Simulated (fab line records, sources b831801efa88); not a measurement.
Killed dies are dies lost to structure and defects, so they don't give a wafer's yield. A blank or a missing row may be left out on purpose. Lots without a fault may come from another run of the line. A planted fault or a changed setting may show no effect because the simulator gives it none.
One fault seen from 2 desks | flow sky130 | each desk has only its own numbers; what lay behind them comes last

THE METROLOGY DESK
What the gauges read, lot by lot, whatever tool the lot ran on: means of the sampled wafers that have a number. A lot is out of limits, marked OUT, if its mean lies more than 4 standard deviations from the usual mean; the brackets give that distance.
Columns: A = SD_P_OVL at SKY_SD_P_OVL_MEAS_08, usual -0.2 nm
lot  | first seen here | A
L313 | day 25 11:10    | 1.5
L314 | day 25 23:43    | -1.1
L315 | day 26 08:22    | -0.5
L316 | day 26 21:04    | -0.6
L317 | day 27 07:52    | 0.3
L319 | day 27 16:58    | 0.1
L318 | day 27 18:03    | 68.9 (+53) OUT
L320 | day 28 03:18    | 67.9 (+52) OUT
L321 | day 28 22:16    | 67.8 (+52) OUT
L328 | day 31 08:19    | -0.2
L329 | day 31 11:16    | -0.8
L331 | day 31 22:19    | -0.1
L333 | day 32 12:51    | 0.3
L334 | day 32 19:37    | 0.3
This desk's finding: out of limits on L318, L320, L321; first on L318, day 27 18:03 (SD_P_OVL at SKY_SD_P_OVL_MEAS_08). In limits: L313, L314, L315, L316, L317, L319, L328, L329, L331, L333, L334.

THE TOOL OWNER'S DESK: iline_stepper-01
The tool's own readings at SKY_SD_P_EXPOSE_04 (exposes mask PSDM, target cd 380 nm): means of the sampled wafers that have a number, for each lot that ran on this tool. A lot is out of limits, marked OUT, if its mean lies more than 4 standard deviations from the usual mean; the brackets give that distance.
Columns: A = reticle_temp_C at SKY_SD_P_EXPOSE_04, usual 22.98 C
lot  | first seen here | A
L313 | day 24 20:28    | 22.93
L314 | day 25 09:17    | 22.93
L315 | day 25 17:31    | 22.99
L319 | day 27 02:36    | 22.95
L318 | day 27 03:26    | 22.96
L320 | day 27 14:22    | 23.00
L321 | day 28 07:40    | 22.89
This desk's finding: nothing out of limits on any of the 7 lots.

PUT TOGETHER
The metrology desk could have raised an alarm at day 27 18:03, on L318, L320, L321.
The tool owner's desk saw nothing out of limits.
The tool owner's desk has L318, L320, L321 on record, within its limits.
Of the lots named, all ran SKY_SD_P_EXPOSE_04 on iline_stepper-01.

WHAT THE SIMULATOR HAD PUT IN
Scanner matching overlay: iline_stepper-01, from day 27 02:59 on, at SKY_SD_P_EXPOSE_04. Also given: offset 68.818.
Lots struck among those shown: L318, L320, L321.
Hours from the fault's start to each desk's first reading out of limits: the metrology desk, 15.
